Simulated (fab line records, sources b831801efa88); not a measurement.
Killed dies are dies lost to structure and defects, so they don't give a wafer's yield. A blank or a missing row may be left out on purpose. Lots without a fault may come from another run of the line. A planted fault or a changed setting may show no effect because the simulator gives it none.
Which tool did it? | flow gf180mcu | 7 lots, 21 wafers sampled, at 2 steps of a route of 602

WHAT THE GAUGES READ, wafer by wafer
GF_HV_LDD_RS_MEAS_53: measures by four-point-probe.
lot  | measured     | on            | HV_LDD_RS (ohm/sq)
L544 | day 12 18:05 | film_metro-04 | 418.9 419.3 418.7
L547 | day 13 21:32 | film_metro-04 | 416.3 418.0 416.6
L551 | day 14 22:42 | film_metro-02 | 418.7 418.2 418.1
L556 | day 16 20:17 | film_metro-01 | 425.4 425.2 424.4
L558 | day 17 11:41 | film_metro-01 | 420.9 420.0 420.4
L562 | day 18 23:20 | film_metro-02 | 418.3 418.8 418.4
L566 | day 20 00:55 | film_metro-01 | 417.8 417.3 419.3

WHICH TOOL RAN EACH LOT (tool, then ch and the chambers of the sampled wafers, then the start)
lot  | GF_HV_LDD_IMPLANT_36
L544 | implanter-04 ch 0, day 11 21:31
L547 | implanter-03 ch 0, day 13 00:45
L551 | implanter-03 ch 0, day 14 01:16
L556 | implanter-03 ch 0, day 15 22:08
L558 | implanter-04 ch 0, day 16 12:24
L562 | implanter-04 ch 0, day 17 23:09
L566 | implanter-03 ch 0, day 18 23:58
- GF_HV_LDD_IMPLANT_36

THE ANSWER, worked out from the rows above alone
Rule: what is usual is taken from the lots themselves. Put in order of their means at a reading, lots are off if they are a third of the lots or fewer, leave a main group of 4 or more, and stand apart from it by a gap of 3 or more times the standard deviation of the main group's means; of several such gaps the widest counts. A main group whose means are all the same, to the digits that the tables above print for the reading, isn't used. A lot without any number at a reading at which 4 lots or more have one is off too. The other lots that the step has rows for count as sound.
Off: L556, at GF_HV_LDD_RS_MEAS_53 (HV_LDD_RS). The main group: mean 418.6 ohm/sq, standard deviation 1.
A tool fits if, at a process step before that reading, it ran every lot that is off, and no sound lot after the first of them. The gauges at GF_HV_LDD_RS_MEAS_53 are tried like those tools. None of those tried fits.

WHAT THE SIMULATOR HAD PUT IN
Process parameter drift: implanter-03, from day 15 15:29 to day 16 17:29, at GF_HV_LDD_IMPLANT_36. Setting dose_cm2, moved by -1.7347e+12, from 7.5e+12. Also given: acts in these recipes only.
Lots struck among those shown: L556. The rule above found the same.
